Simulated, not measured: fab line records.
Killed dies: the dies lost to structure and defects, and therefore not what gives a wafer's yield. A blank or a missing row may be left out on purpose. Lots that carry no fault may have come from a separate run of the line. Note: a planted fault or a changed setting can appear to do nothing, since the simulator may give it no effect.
fab line records | flow sky130
record lots=6 | wafers=18 | lastDay=51
route steps=708 shown LOCAL_INTERCONNECT@396 CONTACT@406
lots untouched by any fault: they come from a run of this same line in which no faults occurred
startH: hours from the record's first day to the start of the lot's first wafer shown | waitH: hours elapsed since this lot's preceding step | " as in the row above | L1.1+2: a row that stands for several wafers | - no value, or no start given | * or withheld: withheld | < > ~ a bound
route shown NAME@n: a module of which the file shows steps, and the number in the route of the first | usual: the fault-free wafers' mean and standard deviation | same: alike in all rows | chamber/n: place in a boat | sites: readings site by site | _std_site: how widely they spread, as a standard deviation | _edge_site: mean of outer sites minus mean of inner sites | radiusMm: how far each site lies from the wafer's centre | mask NAME#n: copy n | behind: the tool/chamber that last shaped the wafer | hold: reason for holding the lot/hours on hold/outcome of the hold | device: the transistor (n, p or np) that didn't switch | end of line: tests of these same wafers at the route's end | a step with no rows: only its recipe | killed: the dies lost at the first sort to structure and to defects; this is not the yield of the wafer | map: a wafer's dies, marking killed ones x, the rest . and places with no die _
set.NAME: the setting that was run; set.NAME@STEP: the one run at that earlier step | model.NAME: the simulator's own value behind a step, which no gauge read
certain route steps with their lots: each step a table, each wafer a row
services: a tool's chamber out of use, with start hour (startH, from the record's first day; less than 0 if before it), hours out, and reason
## steps
# step SKY_LOCAL_INTERCONNECT_PEB_09
# recipe pebTempC=withheld | pebTimeS=withheld | resist=KrF-thick
# step SKY_LOCAL_INTERCONNECT_DEVELOP_10
# recipe developTimeS=60 | resist=KrF-thick | devTempC=21
# step SKY_LOCAL_INTERCONNECT_CD_MEAS_11
# recipe targetCdNm=170
# usual cdNm=170.3/1.5
lot.wafer | tool     | chamber | startH | waitH | cdNm
L871.1    | cdSem-02 | -       | 759.32 | -     | 168.2
L871.3    | "        | -       | "      | "     | 167.7
L871.4    | "        | -       | "      | "     | 169.5
L878.3    | cdSem-02 | -       | 803.97 | -     | 170.6
L878.4    | "        | -       | "      | "     | 170.4
L878.5    | "        | -       | "      | "     | 171.3
L885.1    | cdSem-01 | -       | 854.02 | -     | 170.0
L885.2    | "        | -       | "      | "     | 170.6
L885.6    | "        | -       | "      | "     | 171.1
L886.1    | cdSem-02 | -       | 859.96 | -     | 170.0
L886.4    | "        | -       | "      | "     | 170.9
L886.6    | "        | -       | "      | "     | 169.2
L887.3    | cdSem-02 | -       | 870.61 | -     | 168.9
L887.4    | "        | -       | "      | "     | 169.1
L887.5    | "        | -       | "      | "     | 169.3
L892.3    | cdSem-01 | -       | 898.57 | -     | 169.2
L892.5    | "        | -       | "      | "     | 168.2
L892.6    | "        | -       | "      | "     | 170.1
# step SKY_LOCAL_INTERCONNECT_OVL_MEAS_12
# usual LOCAL_INTERCONNECT_OVL=-2/4.9
lot.wafer | tool       | chamber | startH | waitH | LOCAL_INTERCONNECT_OVL[nm]
L871.1    | overlay-01 | -       | 759.44 | 0.1   | -10
L871.3    | "          | -       | "      | "     | -7
L871.4    | "          | -       | "      | "     | -2
L878.3    | overlay-01 | -       | 804.07 | 0.1   | -9
L878.4    | "          | -       | "      | "     | -7
L878.5    | "          | -       | "      | "     | -3
L885.1    | overlay-01 | -       | 854.14 | 0.1   | -6
L885.2    | "          | -       | "      | "     | -5
L885.6    | "          | -       | "      | "     | -9
L886.1    | overlay-01 | -       | 860.08 | 0.1   | 7
L886.4    | "          | -       | "      | "     | 4
L886.6    | "          | -       | "      | "     | 3
L887.3    | overlay-01 | -       | 870.71 | 0.1   | 0
L887.4    | "          | -       | "      | "     | -3
L887.5    | "          | -       | "      | "     | -3
L892.3    | overlay-01 | -       | 898.66 | 0.1   | -3
L892.5    | "          | -       | "      | "     | -5
L892.6    | "          | -       | "      | "     | -2
# step SKY_LOCAL_INTERCONNECT_ETCH_13
# recipe chemistry=N2/H2 | target=BARC | ionEnergyEv=200 | biasW=100 | pressureMtorr=30 | n2FlowSccm=100 | h2FlowSccm=200 | icpW=500 | stopOn=SiO2 | timeS=45.9 | targetDepthA=600
# usual drypumpMotorCurrentA=5.5/0.51 | n2FlowSccm=99.99/0.29 | oesProductAu=0.855/0.0046 | throttleValvePct=13.224/0.0091
lot.wafer | tool        | chamber | startH | waitH | drypumpMotorCurrentA | n2FlowSccm | oesProductAu | rfHoursCounterH | throttleValvePct
L871.1    | rieMetal-01 | 0       | 759.48 | 0.0   | 6.3                  | 100.08     | 0.845        | 5               | 13.224
L871.3    | "           | 0       | "      | "     | 6.3                  | 100.36     | 0.854        | -               | 13.216
L871.4    | "           | 1       | "      | "     | 4.7                  | 99.83      | 0.858        | -               | 13.220
L878.3    | rieMetal-02 | 0       | 804.11 | 0.0   | 5.0                  | 99.84      | 0.858        | -               | 13.233
L878.4    | "           | 1       | "      | "     | 6.1                  | 99.69      | 0.852        | -               | 13.220
L878.5    | "           | 0       | "      | "     | 5.0                  | 99.77      | 0.854        | -               | 13.219
L885.1    | rieMetal-04 | 0       | 854.18 | 0.0   | 5.2                  | 100.63     | 0.860        | 1               | 13.212
L885.2    | "           | 0       | "      | "     | 5.2                  | 100.19     | 0.848        | -               | 13.235
L885.6    | "           | 0       | "      | "     | 5.2                  | 100.08     | 0.852        | -               | 13.227
L886.1    | rieMetal-01 | 0       | 860.11 | 0.0   | 6.4                  | 99.59      | 0.854        | 8               | 13.229
L886.4    | "           | 1       | "      | "     | 4.7                  | 100.24     | 0.845        | -               | 13.215
L886.6    | "           | 0       | "      | "     | 6.3                  | 99.82      | 0.847        | -               | 13.221
L887.3    | rieMetal-04 | 1       | 870.75 | 0.0   | 5.8                  | 99.92      | 0.853        | -               | 13.223
L887.4    | "           | 0       | "      | "     | 5.2                  | 100.22     | 0.858        | -               | 13.221
L887.5    | "           | 1       | "      | "     | 5.8                  | 99.98      | 0.861        | -               | 13.223
L892.3    | rieMetal-04 | 0       | 898.70 | 0.0   | 5.2                  | 99.93      | 0.857        | -               | 13.227
L892.5    | "           | 0       | "      | "     | 5.2                  | 99.81      | 0.850        | -               | 13.223
L892.6    | "           | 1       | "      | "     | 5.8                  | 100.39     | 0.861        | -               | 13.224
# step SKY_LOCAL_INTERCONNECT_METAL_ETCH_14
# recipe targetDepthNm=110 | stopOn=PSG | chemistry=Cl2/BCl3 | target=TiN | resistSidewallDeg=88 | pressureMtorr=10 | icpW=900 | biasW=48.5 | Cl2_flow_sccm=60 | bcl3FlowSccm=30 | timeS=31.4
# usual drypumpMotorCurrentA=5.5/0.51 | oesProductAu=0.937/0.007 | throttleValvePct=21.902/0.0094
lot.wafer | tool        | chamber | startH | waitH | drypumpMotorCurrentA | oesProductAu | rfHoursCounterH | throttleValvePct
L871.1    | rieMetal-01 | 0       | 759.54 | 0.0   | 6.3                  | 0.925        | 5               | 21.905
L871.3    | "           | 0       | "      | "     | 6.3                  | 0.928        | -               | 21.905
L871.4    | "           | 1       | "      | "     | 4.7                  | 0.940        | -               | 21.898
L878.3    | rieMetal-02 | 0       | 804.17 | 0.0   | 4.9                  | 0.940        | -               | 21.895
L878.4    | "           | 1       | "      | "     | 6.1                  | 0.937        | -               | 21.904
L878.5    | "           | 0       | "      | "     | 4.9                  | 0.949        | -               | 21.902
L885.1    | rieMetal-04 | 0       | 854.31 | 0.1   | 5.2                  | 0.944        | 1               | 21.881
L885.2    | "           | 0       | "      | "     | 5.2                  | 0.938        | -               | 21.909
L885.6    | "           | 0       | "      | "     | 5.2                  | 0.949        | -               | 21.897
L886.1    | rieMetal-01 | 0       | 860.18 | 0.0   | 6.3                  | 0.941        | 8               | 21.900
L886.4    | "           | 1       | "      | "     | 4.7                  | 0.940        | -               | 21.904
L886.6    | "           | 0       | "      | "     | 6.3                  | 0.937        | -               | 21.919
L887.3    | rieMetal-04 | 1       | 870.81 | 0.0   | 5.8                  | 0.944        | -               | 21.908
L887.4    | "           | 0       | "      | "     | 5.2                  | 0.935        | -               | 21.904
L887.5    | "           | 1       | "      | "     | 5.8                  | 0.940        | -               | 21.913
L892.3    | rieMetal-04 | 0       | 898.76 | 0.0   | 5.2                  | 0.930        | -               | 21.897
L892.5    | "           | 0       | "      | "     | 5.2                  | 0.936        | -               | 21.894
L892.6    | "           | 1       | "      | "     | 5.8                  | 0.942        | -               | 21.908
# step SKY_LOCAL_INTERCONNECT_STRIP_15
# recipe chemistry=O2/N2 | powerW=1400 | pressureMtorr=1500 | platenTempC=withheld | o2FlowSccm=3000 | n2FlowSccm=300 | overashFraction=0.5
# usual drypumpMotorCurrentA=5.9/0.48 | n2FlowSccm=300.1/0.91 | oesProductAu=0.427/0.0042 | stripTimeToEndpointS=4.717/0.019
# same overashFraction=0.5
lot.wafer | tool           | chamber | startH | waitH | drypumpMotorCurrentA | n2FlowSccm | oesProductAu | rfHoursCounterH | stripTimeToEndpointS
L871.1    | plasmaAsher-02 | 1       | 759.59 | 0.0   | 6.0                  | 299.8      | 0.431        | 31              | 4.709
L871.3    | "              | 0       | "      | "     | 5.5                  | 299.1      | 0.425        | -               | 4.702
L871.4    | "              | 1       | "      | "     | 5.9                  | 300.8      | 0.428        | -               | 4.687
L878.3    | plasmaAsher-02 | 1       | 804.24 | 0.1   | 5.9                  | 299.1      | 0.429        | -               | 4.702
L878.4    | "              | 0       | "      | "     | 5.5                  | 301.1      | 0.427        | -               | 4.721
L878.5    | "              | 0       | "      | "     | 5.5                  | 301.1      | 0.434        | -               | 4.722
L885.1    | plasmaAsher-04 | 0       | 854.41 | 0.1   | 6.5                  | 300.6      | 0.427        | 9               | 4.715
L885.2    | "              | 1       | "      | "     | 6.4                  | 298.4      | 0.437        | 9               | 4.723
L885.6    | "              | 0       | "      | "     | 6.5                  | 300.5      | 0.428        | -               | 4.726
L886.1    | plasmaAsher-04 | 1       | 860.23 | 0.0   | 6.3                  | 300.4      | 0.424        | 10              | 4.740
L886.4    | "              | 0       | "      | "     | 6.5                  | 299.3      | 0.422        | -               | 4.711
L886.6    | "              | 0       | "      | "     | 6.5                  | 299.6      | 0.425        | -               | 4.690
L887.3    | plasmaAsher-01 | 1       | 870.88 | 0.1   | 5.6                  | 301.4      | 0.436        | -               | 4.700
L887.4    | "              | 0       | "      | "     | 5.1                  | 299.1      | 0.419        | -               | 4.699
L887.5    | "              | 1       | "      | "     | 5.6                  | 300.9      | 0.423        | -               | 4.710
L892.3    | plasmaAsher-02 | 0       | 898.83 | 0.1   | 5.5                  | 302.9      | 0.425        | -               | 4.727
L892.5    | "              | 1       | "      | "     | 5.9                  | 302.2      | 0.417        | -               | 4.706
L892.6    | "              | 0       | "      | "     | 5.5                  | 301.4      | 0.427        | -               | 4.707
# step SKY_LOCAL_INTERCONNECT_STRIP_16
# recipe chemistry=postEtchResidueRemover | timeS=1200 | tempC=72.5
# step SKY_LOCAL_INTERCONNECT_CLEAN_17
# recipe chemistry=IPA | timeS=180 | tempC=25
# step SKY_LOCAL_INTERCONNECT_CLEAN_18
# recipe chemistry=O3/DIW | dry=n2Spin
# step SKY_CONTACT_CVD_00
# recipe material=Si3N4 | targetThkNm=75 | tempC=400 | timeS=withheld | rfW=450
# usual heaterPowerW=716/70 | susceptorTempC=399.98/0.24
lot.wafer | tool     | chamber | startH | waitH | heaterPowerW | susceptorTempC
L871.1    | pecvd-04 | 2       | 760.18 | 0.0   | 674          | 399.44
L871.3    | "        | 1       | "      | "     | 718          | 400.60
L871.4    | "        | 1       | "      | "     | 709          | 400.14
L878.3    | pecvd-02 | 1       | 804.80 | 0.0   | 771          | 400.21
L878.4    | "        | 0       | "      | "     | 713          | 400.14
L878.5    | "        | 2       | "      | "     | 833          | 399.97
L885.1    | pecvd-04 | 2       | 855.00 | 0.0   | 602          | 399.62
L885.2    | "        | 1       | "      | "     | 608          | 399.82
L885.6    | "        | 2       | "      | "     | 595          | 399.80
L886.1    | pecvd-03 | 2       | 860.82 | 0.0   | 724          | 400.04
L886.4    | "        | 2       | "      | "     | 735          | 400.13
L886.6    | "        | 0       | "      | "     | 667          | 400.13
L887.3    | pecvd-03 | 1       | 871.48 | 0.0   | 817          | 399.68
L887.4    | "        | 0       | "      | "     | 621          | 399.71
L887.5    | "        | 2       | "      | "     | 705          | 400.50
L892.3    | pecvd-03 | 0       | 899.44 | 0.0   | 682          | 399.71
L892.5    | "        | 1       | "      | "     | 752          | 400.15
L892.6    | "        | 2       | "      | "     | 725          | 400.10
# step SKY_CONTACT_THK_MEAS_01
# recipe reads=Si3N4_of_CONTACT_CVD_00
# usual CONTACT_CVD_00_THK=75.1/0.93
lot.wafer | tool         | chamber | startH | waitH | CONTACT_CVD_00_THK[nm]
L871.1    | filmMetro-03 | -       | 760.22 | -     | 74.1
L871.3    | "            | -       | "      | "     | 74.6
L871.4    | "            | -       | "      | "     | 75.3
L878.3    | filmMetro-04 | -       | 804.86 | -     | 75.3
L878.4    | "            | -       | "      | "     | 76.3
L878.5    | "            | -       | "      | "     | 76.8
L885.1    | filmMetro-04 | -       | 855.03 | -     | 73.3
L885.2    | "            | -       | "      | "     | 73.4
L885.6    | "            | -       | "      | "     | 74.9
L886.1    | filmMetro-03 | -       | 860.86 | -     | 74.3
L886.4    | "            | -       | "      | "     | 76.1
L886.6    | "            | -       | "      | "     | 76.9
L887.3    | filmMetro-03 | -       | 871.53 | -     | 75.5
L887.4    | "            | -       | "      | "     | 76.4
L887.5    | "            | -       | "      | "     | 75.4
L892.3    | filmMetro-04 | -       | 899.49 | -     | 74.8
L892.5    | "            | -       | "      | "     | 75.8
L892.6    | "            | -       | "      | "     | 74.9
# step SKY_CONTACT_HDPCVD_02
# recipe material=SiO2 | targetThkNm=565 | sigmaOpenFrac=0.3 | timeS=94.2 | tempC=600 | sih4FlowSccm=60 | pressureMtorr=6
# usual susceptorTempC=600.01/0.27
lot.wafer | tool      | chamber | startH | waitH | susceptorTempC | model.SiO2_of_CONTACT_HDPCVD_02.thkNm
L871.1    | hdpcvd-02 | 2       | 760.28 | 0.1   | 599.65         | 555.1
L871.3    | "         | 0       | "      | "     | 600.00         | 560.6
L871.4    | "         | 1       | "      | "     | 600.36         | 557.3
L878.3    | hdpcvd-02 | 2       | 804.93 | 0.1   | 600.25         | 560.4
L878.4    | "         | 1       | "      | "     | 600.19         | 562.4
L878.5    | "         | 2       | "      | "     | 600.37         | 562.4
L885.1    | hdpcvd-02 | 2       | 855.09 | 0.1   | 599.86         | 575.3
L885.2    | "         | 0       | "      | "     | 600.17         | 809.7
L885.6    | "         | 1       | "      | "     | 600.19         | 576.9
L886.1    | hdpcvd-02 | 0       | 860.92 | 0.1   | 600.13         | 567
L886.4    | "         | 1       | "      | "     | 600.33         | 791.3
L886.6    | "         | 2       | "      | "     | 599.91         | 570
L887.3    | hdpcvd-01 | 0       | 871.57 | 0.0   | 600.24         | 558.8
L887.4    | "         | 0       | "      | "     | 599.58         | 561
L887.5    | "         | 1       | "      | "     | 600.18         | 565
L892.3    | hdpcvd-01 | 1       | 899.53 | 0.0   | 599.74         | 569.7
L892.5    | "         | 2       | "      | "     | 600.68         | 569.8
L892.6    | "         | 1       | "      | "     | 600.11         | 568.1
# step SKY_CONTACT_THK_MEAS_03
# recipe reads=SiO2_of_CONTACT_HDPCVD_02
# usual CONTACT_HDPCVD_THK=566/5.6
lot.wafer | tool         | chamber | startH | waitH | CONTACT_HDPCVD_THK[nm]
L871.1    | filmMetro-03 | -       | 760.35 | 0.0   | 555
L871.3    | "            | -       | "      | "     | 560
L871.4    | "            | -       | "      | "     | 557
L878.3    | filmMetro-02 | -       | 805.02 | 0.1   | 561
L878.4    | "            | -       | "      | "     | 562
L878.5    | "            | -       | "      | "     | 562
L885.1    | filmMetro-02 | -       | 855.16 | 0.0   | 575
L885.2    | "            | -       | "      | "     | 810
L885.6    | "            | -       | "      | "     | 577
L886.1    | filmMetro-02 | -       | 860.99 | 0.0   | 567
L886.4    | "            | -       | "      | "     | 791
L886.6    | "            | -       | "      | "     | 570
L887.3    | filmMetro-02 | -       | 871.66 | 0.1   | 559
L887.4    | "            | -       | "      | "     | 561
L887.5    | "            | -       | "      | "     | 565
L892.3    | filmMetro-03 | -       | 899.62 | 0.1   | 570
L892.5    | "            | -       | "      | "     | 570
L892.6    | "            | -       | "      | "     | 568
# step SKY_CONTACT_CMP_04
# recipe material=SiO2 | downForcePsi=4 | platenRpm=60 | padVelocityMS=0.94248
# usual motorCurrentA=11.5/0.72 | timeToEndpointS=84/3.8
lot.wafer | tool   | chamber | startH | waitH | motorCurrentA | timeToEndpointS
L871.4    | cmp-02 | 1       | 760.46 | 0.1   | 11.7          | 83
L871.1    | "      | 2       | "      | "     | 11.1          | 82
L871.3    | "      | 3       | "      | "     | 11.7          | 82
L878.3    | cmp-01 | 2       | 805.06 | 0.0   | 11.2          | 81
L878.4    | "      | 3       | "      | "     | 12.3          | 88
L878.5    | "      | 2       | "      | "     | 11.0          | 79
L885.1    | cmp-01 | 1       | 855.22 | 0.1   | 11.5          | 89
L885.2    | "      | 0       | "      | "     | 12.0          | 171
L885.6    | "      | 1       | "      | "     | 12.0          | 88
L886.4    | cmp-02 | 3       | 861.05 | 0.0   | 11.6          | 163
L886.1    | "      | 2       | "      | "     | 10.9          | 83
L886.6    | "      | 3       | "      | "     | 10.7          | 84
L887.4    | cmp-02 | 3       | 871.75 | 0.1   | 11.6          | 77
L887.3    | "      | 1       | "      | "     | 11.6          | 78
L887.5    | "      | 3       | "      | "     | 11.4          | 82
L892.3    | cmp-02 | 2       | 899.71 | 0.1   | 11.6          | 84
L892.6    | "      | 1       | "      | "     | 11.4          | 81
L892.5    | "      | 2       | "      | "     | 11.0          | 81
# step SKY_CONTACT_BOW_MEAS_05
# recipe mode=bow
# usual CONTACT_BOW=82/6.7
lot.wafer | tool         | chamber | startH | waitH | CONTACT_BOW[um]
L871.1    | filmMetro-02 | -       | 760.75 | 0.2   | 88
L871.3    | "            | -       | "      | "     | 80
L871.4    | "            | -       | "      | "     | 83
L878.3    | filmMetro-03 | -       | 805.40 | 0.3   | 82
L878.4    | "            | -       | "      | "     | 74
L878.5    | "            | -       | "      | "     | 82
L885.1    | filmMetro-04 | -       | 855.52 | 0.2   | 87
L885.2    | "            | -       | "      | "     | 73
L885.6    | "            | -       | "      | "     | 78
L886.1    | filmMetro-03 | -       | 861.35 | 0.1   | 79
L886.4    | "            | -       | "      | "     | 80
L886.6    | "            | -       | "      | "     | 73
L887.3    | filmMetro-02 | -       | 872.04 | 0.1   | 76
L887.4    | "            | -       | "      | "     | 78
L887.5    | "            | -       | "      | "     | 74
L892.3    | filmMetro-04 | -       | 900.00 | 0.2   | 72
L892.5    | "            | -       | "      | "     | 81
L892.6    | "            | -       | "      | "     | 83
## services
tool           | chamber | startH | hours | kind
plasmaAsher-04 | -       | 737.23 | 1.8   | repair
hdpcvd-01      | 1       | 740.22 | 18.6  | repair
cmp-02         | -       | 744.37 | 4.0   | pm
rieMetal-02    | 0       | 745.07 | 5.9   | repair
cmp-01         | -       | 750.41 | 0.6   | repair
cmp-01         | -       | 754.43 | 0.5   | repair
plasmaAsher-02 | -       | 757.06 | 1.5   | repair
plasmaAsher-04 | -       | 758.57 | 3.1   | repair
rieMetal-04    | 0       | 758.62 | 4.0   | repair
cmp-01         | -       | 760.50 | 2.1   | repair
rieMetal-01    | 0       | 780.73 | 1.4   | repair
plasmaAsher-02 | -       | 794.34 | 0.8   | repair
plasmaAsher-02 | -       | 796.38 | 4.3   | pm
pecvd-04       | -       | 798.49 | 0.6   | repair
cmp-01         | -       | 798.78 | 2.6   | repair
rieMetal-01    | -       | 801.94 | 1.0   | repair
hdpcvd-02      | 0       | 802.25 | 10.7  | repair
hdpcvd-01      | 0       | 805.63 | 5.8   | repair
pecvd-04       | -       | 817.10 | 6.0   | pm
hdpcvd-01      | 0       | 820.38 | 18.9  | repair
plasmaAsher-04 | -       | 830.00 | 13.5  | repair
rieMetal-04    | -       | 830.99 | 1.4   | pm
cmp-02         | -       | 839.22 | 6.5   | pm
pecvd-03       | -       | 885.86 | 0.9   | repair
## key
firstSign step=SKY_CONTACT_THK_MEAS_03 | reading=CONTACT_HDPCVD_THK | direction=up | sigmas=42 | usual=566 | struck=800
effect step=SKY_CONTACT_CMP_04 | reading=timeToEndpointS | direction=up | sigmas=22 | usual=* | struck=*
modelEffect step=SKY_CONTACT_HDPCVD_02 | value=SiO2_of_CONTACT_HDPCVD_02.thkNm | without=572.9 | struck=800.5
metAt SKY_CONTACT_HDPCVD_02
struckWafers L885.2,L886.4
testerLeftOut L885,L886
onsetBetween 804.93 855.09
fault kind=processParameterDrift | tool=hdpcvd-02 | chamber=- | onsetH=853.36 | steps=SKY_CONTACT_HDPCVD_02 | channel=targetThkNm | offset=227.63 | shape=step | endH=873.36 | scope=struckWafersOnly | actsIn=theseRecipesOnly | stated=565
# testerLeftOut: of these lots the tester's yield and bins aren't shown, on N5 and GAA mostly nor the transistor test; their killed dies are dies lost to structure and defects alone, not to doping, threshold or leakage, so they don't give the yield
